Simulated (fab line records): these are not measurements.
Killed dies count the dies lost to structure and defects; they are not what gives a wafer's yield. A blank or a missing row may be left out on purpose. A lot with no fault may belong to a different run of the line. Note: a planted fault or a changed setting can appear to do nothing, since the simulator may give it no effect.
fab line records	flow sky130
record lots=5	wafers=15	last_day=49
route steps=708 shown METAL2@497 VIA2@507 PAD_OPEN@708
lots that met no fault: taken from a fault-free run of the same line
start_h: hours from the record's opening day to when the first of the lot's shown wafers began	wait_h: how many hours have passed since the lot's step before this one	" identical to the entry in the row above	L1.1+2: a single row standing in for several wafers	- value missing, or start not given	* or withheld: withheld	< > ~ a bound
route shown NAME@n: NAME is a module with steps in the file, n the number in the route of the first one	usual: mean and standard deviation over wafers with no fault	same: alike in all rows	chamber/n: place in a boat	sites: per-site readings	_std_site: the values' standard deviation	_edge_site: outer sites' mean less inner sites'	radius_mm: for every site, how far away it sits from the centre of the wafer	mask NAME#n: copy n	behind: the tool/chamber that last shaped the wafer	hold: the reason the lot was held/the length of the hold in hours/how it ended	device: whichever transistor did not switch (one of n, p or np)	end of line: the same wafers' tests at the end of the route	a step with no rows: only its recipe	killed: not the wafer's yield, but the dies lost to structure and defects at the first sort	map: a wafer's dies, marking killed ones x, the rest . and places with no die _
set.NAME: the setting as run; set.NAME@STEP: as run at that earlier step	model.NAME: the simulator's own value behind a step, which no gauge read
a table for each step, a row for each wafer; lots at some steps of the route
services: when a tool's chamber went out of use (start_h, in hours from the record's first day, below 0 if earlier), for how many hours, and the reason
## steps
# step SKY_METAL2_DEVELOP_14
# recipe develop_time_s=60	resist=KrF-thick	dev_temp_c=21
# step SKY_METAL2_DESCUM_17
# recipe chemistry=O2	source_power_w=150	bias_power_w=0	pressure_mtorr=10	temp_c=40	time_s=8
# step SKY_METAL2_ETCH_18
# recipe chemistry=N2/H2	target=BARC	ion_energy_ev=200	bias_w=100	pressure_mtorr=30	n2_flow_sccm=100	h2_flow_sccm=200	icp_w=500	stop_on=SiO2	time_s=45.9	target_depth_a=600
# step SKY_METAL2_METAL_ETCH_19
# recipe target_depth_a=3600	stop_on=SiO2	over_etch_frac=0.311	time_s=78	chemistry=Cl2/BCl3	resist_sidewall_deg=88	pressure_mtorr=10	icp_w=900	bias_w=48.5	Cl2_flow_sccm=60	bcl3_flow_sccm=30
# step SKY_METAL2_STRIP_20
# recipe chemistry=O2/N2	power_w=1400	pressure_mtorr=1500	platen_temp_c=withheld	o2_flow_sccm=3000	n2_flow_sccm=300	overash_fraction=0.5
# step SKY_METAL2_STRIP_21
# recipe chemistry=post_etch_residue_remover	time_s=1200	temp_c=72.5
# step SKY_METAL2_CLEAN_22
# recipe chemistry=IPA	time_s=180	temp_c=25
# step SKY_METAL2_CLEAN_23
# recipe chemistry=O3/DIW	dry=n2_spin
# step SKY_VIA2_HDPCVD_00
# recipe material=SiO2	target_thk_nm=1180	sigma_open_frac=0.3	time_s=196.7	temp_c=400	sih4_flow_sccm=60	pressure_mtorr=6
# step SKY_VIA2_CMP_02
# recipe material=SiO2	down_force_psi=4	platen_rpm=60	pad_velocity_m_s=0.94248
# usual edge_zone_pressure_frac=1.000/0.0049	head_pressure_psi=4.001/0.0088	motor_current_A=12.2/1
lot.wafer	tool	chamber	start_h	wait_h	edge_zone_pressure_frac	head_pressure_psi	motor_current_A	model.SiO2_of_VIA2_HDPCVD_00.thk_nm
L546.1	cmp-02	3	817.08	0.2	1.007	4.009	11.8	496.5
L546.5	"	0	"	"	0.997	3.988	10.8	493.7
L546.6	"	1	"	"	1.002	4.000	12.0	494.3
L555.1	cmp-02	0	898.70	0.1	-	-	-	1186
L555.2	"	1	"	"	-	-	-	1175
L555.5	"	0	"	"	-	-	-	1193
L557.2	cmp-02	3	904.98	0.1	-	-	-	1176
L557.1	"	0	"	"	-	-	-	1154
L557.4	"	1	"	"	-	-	-	1192
L556.2	cmp-02	2	907.30	0.1	-	-	-	1155
L556.4	"	3	"	"	-	-	-	1167
L556.1	"	0	"	"	-	-	-	1169
L564.1	cmp-02	3	954.98	0.1	0.999	3.988	12.5	496.2
L564.5	"	3	"	"	1.001	3.995	11.8	496.4
L564.6	"	0	"	"	1.006	4.006	10.6	493.8
# step SKY_VIA2_BOW_MEAS_03
# recipe mode=bow
# usual VIA2_BOW=87/7.8
lot.wafer	tool	chamber	start_h	wait_h	VIA2_BOW[um]
L546.1	film_metro-02	-	817.23	0.1	80
L546.5	"	-	"	"	82
L546.6	"	-	"	"	85
L555.1	film_metro-02	-	899.00	0.2	106
L555.2	"	-	"	"	112
L555.5	"	-	"	"	106
L557.1	film_metro-02	-	905.23	0.1	112
L557.2	"	-	"	"	125
L557.4	"	-	"	"	122
L556.1	film_metro-02	-	907.55	0.1	119
L556.2	"	-	"	"	133
L556.4	"	-	"	"	118
L564.1	film_metro-03	-	955.28	0.2	80
L564.5	"	-	"	"	83
L564.6	"	-	"	"	81
# step SKY_VIA2_DEHYDRATE_04
# recipe temp_c=200	time_s=60
# step SKY_VIA2_HMDS_05
# recipe prime_time_s=60	prime_temp_c=120
# step SKY_VIA2_COAT_06
# recipe resist=BARC	temp_c=withheld	time_s=withheld	spin_rpm=3000	resist_thk_nm=60
# step SKY_VIA2_COAT_07
# recipe resist=KrF-thick	spin_rpm=3000	resist_thk_nm=450
# step SKY_VIA2_SOFTBAKE_08
# recipe temp_c=100	time_s=90	resist=KrF-thick
# step SKY_VIA2_EXPOSE_09
# recipe mask_id=VIM2	na=0.8	source_shape=annular	sigma_inner=0.55	sigma_outer=0.85	target_cd_nm=200	dose_mj=38
# step SKY_VIA2_PEB_10
# recipe peb_temp_c=withheld	peb_time_s=withheld	resist=KrF-thick
# step SKY_VIA2_DEVELOP_11
# recipe develop_time_s=61.97	resist=KrF-thick	dev_temp_c=21
# step SKY_VIA2_ETCH_14
# recipe chemistry=N2/H2	target=BARC	ion_energy_ev=200	source_w=500	bias_w=100	pressure_mtorr=30	n2_flow_sccm=100	h2_flow_sccm=200	stop_on=SiO2	time_s=45.9	target_depth_a=600
# step SKY_VIA2_ETCH_15
# recipe target=SiO2	chemistry=C4F8/O2/Ar	target_depth_nm=546	stop_on=TiN	mask_material=KrF-thick	source_w=1500	bias_w=1200	pressure_mtorr=40	c4f8_flow_sccm=withheld	O2_flow_sccm=6	Ar_flow_sccm=300	time_s=84
# usual oes_product_au=0.940/0.0047
lot.wafer	tool	chamber	start_h	wait_h	oes_product_au	rf_hours_counter_h	model.etch.depth_nm	model.VIA2.feature_depth_nm
L546.1	rie_diel-01	2	843.61	0.0	0.947	8	496.5	496.5
L546.5	"	1	"	"	0.941	-	493.7	493.7
L546.6	"	2	"	"	0.937	-	494.3	494.3
L555.1	rie_diel-02	1	924.37	0.0	1.650	14	554.7	554.7
L555.2	"	0	"	"	1.604	17	536.2	536.2
L555.5	"	3	"	"	1.619	-	539.4	539.4
L557.1	rie_diel-01	1	930.76	0.0	1.647	6	555.3	555.3
L557.2	"	3	"	"	1.643	17	556	556
L557.4	"	0	"	"	1.646	12	552.3	552.3
L556.1	rie_diel-03	1	932.36	0.0	1.618	18	542	542
L556.2	"	0	"	"	1.628	1	546.8	546.8
L556.4	"	3	"	"	1.595	11	535	535
L564.1	rie_diel-01	1	979.17	0.0	0.939	8	496.2	496.2
L564.5	"	0	"	"	0.951	-	496.4	496.4
L564.6	"	1	"	"	0.940	-	493.8	493.8
# step SKY_VIA2_STRIP_16
# recipe chemistry=O2/N2	power_w=1400	pressure_mtorr=1500	platen_temp_c=withheld	o2_flow_sccm=3000	n2_flow_sccm=300	overash_fraction=0.5
# step SKY_VIA2_STRIP_17
# recipe chemistry=post_etch_residue_remover	time_s=1200	temp_c=72.5
# step SKY_VIA2_CLEAN_18
# recipe chemistry=IPA	time_s=180	temp_c=25
# step SKY_VIA2_CLEAN_19
# recipe chemistry=O3/DIW	dry=n2_spin
# step SKY_VIA2_SPUTTER_20
# recipe material=TiN	target_thk_nm=20	chamber_pressure_pa=5	power_w=4000	time_s=80
# step SKY_VIA2_CVD_21
# recipe material=W	target_thk_nm=420	time_s=126.4	temp_c=400	pressure_torr=40
# step SKY_VIA2_CMP_24
# recipe stop_on=SiO2	t_overpolish_s=20	down_force_psi=3.5	platen_rpm=60	target_thk_nm=0	pad_velocity_m_s=0.94248
# usual edge_zone_pressure_frac=0.999/0.0046	head_pressure_psi=3.500/0.0071	motor_current_A=11.3/1
lot.wafer	tool	chamber	start_h	wait_h	edge_zone_pressure_frac	head_pressure_psi	motor_current_A	model.SiO2_of_VIA2_HDPCVD_00.thk_nm
L546.1	cmp-01	1	844.74	0.1	0.995	3.486	13.0	492.1
L546.6	"	3	"	"	1.000	3.500	12.1	489.9
L546.5	"	0	"	"	1.001	3.491	11.2	489.3
L555.1	cmp-01	2	925.39	0.1	1.000	3.497	9.8	1182
L555.2	"	0	"	"	1.005	3.488	10.8	1171
L555.5	"	2	"	"	1.007	3.509	10.6	1188
L557.4	cmp-01	2	931.82	0.0	0.995	3.495	9.7	1188
L557.2	"	3	"	"	1.005	3.507	13.1	1172
L557.1	"	0	"	"	0.992	3.500	11.0	1149
L556.2	cmp-02	3	933.42	0.0	1.010	3.513	11.6	1151
L556.4	"	1	"	"	0.998	3.498	10.9	1163
L556.1	"	2	"	"	1.004	3.499	11.6	1165
L564.1	cmp-02	2	980.26	0.1	1.004	3.511	11.7	491.8
L564.5	"	2	"	"	0.997	3.499	11.8	492
L564.6	"	3	"	"	1.005	3.492	10.8	489.4
# step SKY_PAD_OPEN_PROBE_99
# usual defect_limited_yield=82.7/1.8	killed_at_M0_to_M3=42/7.5	killed_at_M4_up=3.2/1.7	killed_at_contacts=24/5.1	killed_at_front_end=15/4.1	killed_at_other=0.3/0.58	killed_dies=85/8.9	killed_on_rim=17/3.9	killed_open=46/6.4	killed_short=39/6	sort_bin_3_pad_short=0.9/0.4	sort_bin_5_function=10.1/1.6	sort_bin_6_memory=6.3/1	sort_n_pass=407/9	sort_yield_pct=82.7/1.8
# same gross_dies=492	killed_at_back_side=0	sort_bin_4_leakage[%]=0	sort_bin_8_speed[%]=0
lot.wafer	tool	chamber	start_h	wait_h	defect_limited_yield[%]	killed_at_M0_to_M3	killed_at_M4_up	killed_at_contacts	killed_at_front_end	killed_at_other	killed_dies	killed_on_rim	killed_open	killed_short	sort_bin_3_pad_short[%]	sort_bin_5_function[%]	sort_bin_6_memory[%]	sort_n_pass	sort_yield_pct[%]
L546.1	prober-01	-	1071.08	0.1	80.9	36	5	41	12	0	94	19	59	35	1.0	11.8	6.3	398	80.9
L546.5	prober-01	-	1071.28	0.2	84.8	41	6	14	14	0	75	13	45	30	0.8	8.1	6.3	417	84.8
L546.6	prober-01	-	1071.33	0.2	83.7	35	2	24	18	1	80	16	45	35	0.4	10.2	5.7	412	83.7
L555.1	prober-02	-	1136.04	0.1	0	438	3	32	19	0	492	96	52	40	0.6	93.1	6.3	0	0
L555.2	prober-02	-	1136.09	0.1	0	433	3	40	16	0	492	96	53	43	0.6	91.1	8.3	0	0
L555.5	prober-02	-	1136.24	0.2	0	441	4	24	23	0	492	96	50	41	0.6	92.1	7.3	0	0
L557.1	prober-01	-	1140.64	0.1	0	441	1	31	18	1	492	96	48	30	0.4	93.5	6.1	0	0
L557.2	prober-01	-	1140.69	0.1	0	449	1	25	17	0	492	96	36	48	0.6	94.5	4.9	0	0
L557.4	prober-01	-	1140.79	0.2	0	447	4	33	8	0	492	96	49	38	0.8	92.5	6.7	0	0
L556.1	prober-02	-	1142.44	0.1	0	442	3	23	24	0	492	96	50	36	1.0	92.3	6.7	0	0
L556.2	prober-02	-	1142.49	0.1	0	442	8	25	17	0	492	96	49	44	0.8	93.1	6.1	0	0
L556.4	prober-02	-	1142.59	0.2	0	449	4	19	20	0	492	96	51	33	1.6	93.5	4.9	0	0
L564.1	prober-01	-	1177.35	0.1	81.7	47	4	26	13	0	90	20	53	37	0.4	10.2	7.7	402	81.7
L564.5	prober-01	-	1177.55	0.2	85.0	38	4	16	16	0	74	15	38	36	1.2	9.3	4.5	418	85.0
L564.6	prober-01	-	1177.60	0.2	83.1	39	6	16	22	0	83	15	45	38	1.4	10.8	4.7	409	83.1
# killed by level:class
L546.1 CONTACT:geometric_particle:open=24 VIA1:geometric_particle:open=10 VIA2:geometric_particle:open=7 LI_CONTACT:geometric_particle:open=6 METAL2:geometric_particle:short=6 LOCAL_INTERCONNECT:geometric_particle:short=5 CONTACT:geometric_particle:short=4 FIELD_ISO:geometric_particle:short=3
L546.5 VIA3:geometric_particle:open=16 LI_CONTACT:geometric_particle:open=9 VIA2:geometric_particle:open=6 FIELD_ISO:geometric_particle:open=5 METAL1:geometric_particle:short=5 METAL4:geometric_particle:short=5 POLY_GATE:geometric_particle:short=4 VIA1:geometric_particle:open=4
L546.6 CONTACT:geometric_particle:open=9 VIA3:geometric_particle:open=8 VIA1:geometric_particle:open=7 LI_CONTACT:geometric_particle:open=7 VIA2:geometric_particle:open=5 LOCAL_INTERCONNECT:geometric_particle:short=5 FIELD_ISO:geometric_particle:short=4 METAL2:geometric_particle:short=4
L555.1 VIA2:area_cmp=400 VIA1:geometric_particle:open=13 CONTACT:geometric_particle:open=9 LI_CONTACT:geometric_particle:open=8 LI_CONTACT:geometric_particle:short=5 CONTACT:geometric_particle:short=5 METAL2:geometric_particle:short=5 VIA3:geometric_particle:open=5
L555.2 VIA2:area_cmp=395 CONTACT:geometric_particle:open=14 VIA1:geometric_particle:open=11 LOCAL_INTERCONNECT:geometric_particle:short=9 LI_CONTACT:geometric_particle:open=6 CONTACT:geometric_particle:short=6 VIA3:geometric_particle:open=6 METAL2:geometric_particle:short=5
L555.5 VIA2:area_cmp=401 CONTACT:geometric_particle:open=16 POLY_GATE:geometric_particle:short=9 VIA3:geometric_particle:open=8 METAL3:geometric_particle:short=6 POLY_GATE:geometric_particle:open=5 METAL1:geometric_particle:short=5 VIA2:geometric_particle:open=5
L557.1 VIA2:area_cmp=413 CONTACT:geometric_particle:open=14 VIA1:geometric_particle:open=7 POLY_GATE:geometric_particle:short=5 LI_CONTACT:geometric_particle:open=5 METAL1:geometric_particle:short=5 VIA2:geometric_particle:open=5 VIA3:geometric_particle:open=5
L557.2 VIA2:area_cmp=408 LI_CONTACT:geometric_particle:open=10 VIA1:geometric_particle:short=9 METAL2:geometric_particle:short=7 VIA1:geometric_particle:open=6 LI_CONTACT:geometric_particle:short=5 CONTACT:geometric_particle:short=5 METAL1:geometric_particle:short=5
L557.4 VIA2:area_cmp=405 VIA1:geometric_particle:open=12 LI_CONTACT:geometric_particle:open=11 CONTACT:geometric_particle:short=9 METAL1:geometric_particle:short=7 CONTACT:geometric_particle:open=6 METAL2:geometric_particle:short=6 METAL2:geometric_particle:open=5
L556.1 VIA2:area_cmp=406 CONTACT:geometric_particle:open=9 VIA2:geometric_particle:open=9 VIA1:geometric_particle:open=7 LI_CONTACT:geometric_particle:open=6 POLY_GATE:geometric_particle:short=5 FIELD_ISO:geometric_particle:open=4 POLY_GATE:geometric_particle:open=4
L556.2 VIA2:area_cmp=399 VIA1:geometric_particle:open=18 CONTACT:geometric_particle:open=12 METAL4:geometric_particle:short=6 METAL2:geometric_particle:short=6 LI_CONTACT:geometric_particle:open=5 CONTACT:geometric_particle:short=5 POLY_GATE:geometric_particle:short=4
L556.4 VIA2:area_cmp=408 VIA1:geometric_particle:open=12 CONTACT:geometric_particle:open=8 FIELD_ISO:geometric_particle:open=6 VIA2:geometric_particle:open=6 LI_CONTACT:geometric_particle:open=5 METAL3:geometric_particle:short=5 FIELD_ISO:geometric_particle:short=4
L564.1 VIA1:geometric_particle:open=13 LI_CONTACT:geometric_particle:open=7 METAL1:geometric_particle:short=7 VIA3:geometric_particle:open=7 CONTACT:geometric_particle:open=6 CONTACT:geometric_particle:short=6 FIELD_ISO:geometric_particle:open=4 VIA1:geometric_particle:short=4
L564.5 METAL2:geometric_particle:short=8 VIA3:geometric_particle:open=7 LI_CONTACT:geometric_particle:open=7 METAL1:geometric_particle:short=6 VIA1:geometric_particle:open=5 VIA2:geometric_particle:open=5 POLY_GATE:geometric_particle:short=5 FIELD_ISO:geometric_particle:open=4
L564.6 VIA1:geometric_particle:open=10 METAL1:geometric_particle:short=7 VIA3:geometric_particle:open=7 FIELD_ISO:geometric_particle:short=6 POLY_GATE:geometric_particle:open=6 POLY_GATE:geometric_particle:short=6 CONTACT:geometric_particle:open=5 LI_CONTACT:geometric_particle:open=4
# map L555.1 (x killed, . not)
__________xxxxxxxxxx_________
________xxxxxxxxxxxxxx_______
______xxxxxxxxxxxxxxxxxx_____
_____xxxxxxxxxxxxxxxxxxxx____
____xxxxxxxxxxxxxxxxxxxxxx___
___xxxxxxxxxxxxxxxxxxxxxxxx__
__xxxxxxxxxxxxxxxxxxxxxxxxxx_
_xxxxxxxxxxxxxxxxxxxxxxxxxxxx
_xxxxxxxxxxxxxxxxxxxxxxxxxxxx
_xxxxxxxxxxxxxxxxxxxxxxxxxxxx
_xxxxxxxxxxxxxxxxxxxxxxxxxxxx
_xxxxxxxxxxxxxxxxxxxxxxxxxxxx
_xxxxxxxxxxxxxxxxxxxxxxxxxxxx
_xxxxxxxxxxxxxxxxxxxxxxxxxxxx
_xxxxxxxxxxxxxxxxxxxxxxxxxxxx
__xxxxxxxxxxxxxxxxxxxxxxxxxx_
___xxxxxxxxxxxxxxxxxxxxxxxx__
____xxxxxxxxxxxxxxxxxxxxxx___
_____xxxxxxxxxxxxxxxxxxxx____
______xxxxxxxxxxxxxxxxxx_____
________xxxxxxxxxxxxxx_______
__________xxxxxxxxxx_________
# map L556.1 (x killed, . not)
__________xxxxxxxxxx_________
________xxxxxxxxxxxxxx_______
______xxxxxxxxxxxxxxxxxx_____
_____xxxxxxxxxxxxxxxxxxxx____
____xxxxxxxxxxxxxxxxxxxxxx___
___xxxxxxxxxxxxxxxxxxxxxxxx__
__xxxxxxxxxxxxxxxxxxxxxxxxxx_
_xxxxxxxxxxxxxxxxxxxxxxxxxxxx
_xxxxxxxxxxxxxxxxxxxxxxxxxxxx
_xxxxxxxxxxxxxxxxxxxxxxxxxxxx
_xxxxxxxxxxxxxxxxxxxxxxxxxxxx
_xxxxxxxxxxxxxxxxxxxxxxxxxxxx
_xxxxxxxxxxxxxxxxxxxxxxxxxxxx
_xxxxxxxxxxxxxxxxxxxxxxxxxxxx
_xxxxxxxxxxxxxxxxxxxxxxxxxxxx
__xxxxxxxxxxxxxxxxxxxxxxxxxx_
___xxxxxxxxxxxxxxxxxxxxxxxx__
____xxxxxxxxxxxxxxxxxxxxxx___
_____xxxxxxxxxxxxxxxxxxxx____
______xxxxxxxxxxxxxxxxxx_____
________xxxxxxxxxxxxxx_______
__________xxxxxxxxxx_________
## services
tool	chamber	start_h	hours	kind
cmp-02	-	811.72	0.6	repair
cmp-02	-	826.25	9.9	pm
rie_diel-03	-	827.90	0.7	repair
rie_diel-02	3	828.22	7.1	repair
cmp-02	-	844.75	4.9	repair
rie_diel-03	0	872.84	-	clean
rie_diel-03	0	872.84	19.2	scheduled_down
rie_diel-03	0	872.84	19.2	vent_cycle
cmp-01	-	916.34	4.0	pm
rie_diel-01	-	917.10	4.3	pm
cmp-01	-	920.34	-	consumable_replace:conditioner
cmp-01	-	920.34	-	consumable_replace:pad
rie_diel-03	3	958.26	2.3	repair
rie_diel-01	3	970.43	101.3	repair
rie_diel-03	-	970.71	0.4	repair
## key
first_sign step=SKY_VIA2_CMP_02	reading=tool_record	direction=missing
effect step=SKY_VIA2_BOW_MEAS_03	reading=VIA2_BOW	direction=up	sigmas=3.9	usual=87	struck=117
effect step=SKY_VIA2_ETCH_15	reading=oes_product_au	direction=up	sigmas=99+	usual=0.940	struck=1.628
effect step=SKY_PAD_OPEN_PROBE_99	reading=killed_at_M0_to_M3	direction=up	sigmas=54	usual=42	struck=442
model_effect step=SKY_VIA2_CMP_02	value=SiO2_of_VIA2_HDPCVD_00.thk_nm	without=494	struck=1174
model_effect step=SKY_VIA2_ETCH_15	value=etch.depth_nm	without=494	struck=546.4
model_effect step=SKY_VIA2_CMP_24	value=SiO2_of_VIA2_HDPCVD_00.thk_nm	without=489.6	struck=1170
more_kills_born_at SKY_VIA2_CMP_02@cmp-02=3623
met_at SKY_VIA2_CMP_02
struck_wafers L555.1,L555.2,L555.5,L556.1,L556.2,L556.4,L557.1,L557.2,L557.4
later_rows_left_out L555.1,L555.2,L555.5,L556.1,L556.2,L556.4,L557.1,L557.2,L557.4
onset_between 817.08 898.70
fault kind=skipped_step_whole	tool=cmp-02	chamber=-	onset_h=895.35	steps=SKY_VIA2_CMP_02	scope=struck_lots_only
# later_rows_left_out: the simulator's readings of these wafers behind a module that went badly wrong aren't trusted and aren't shown, but for the sort
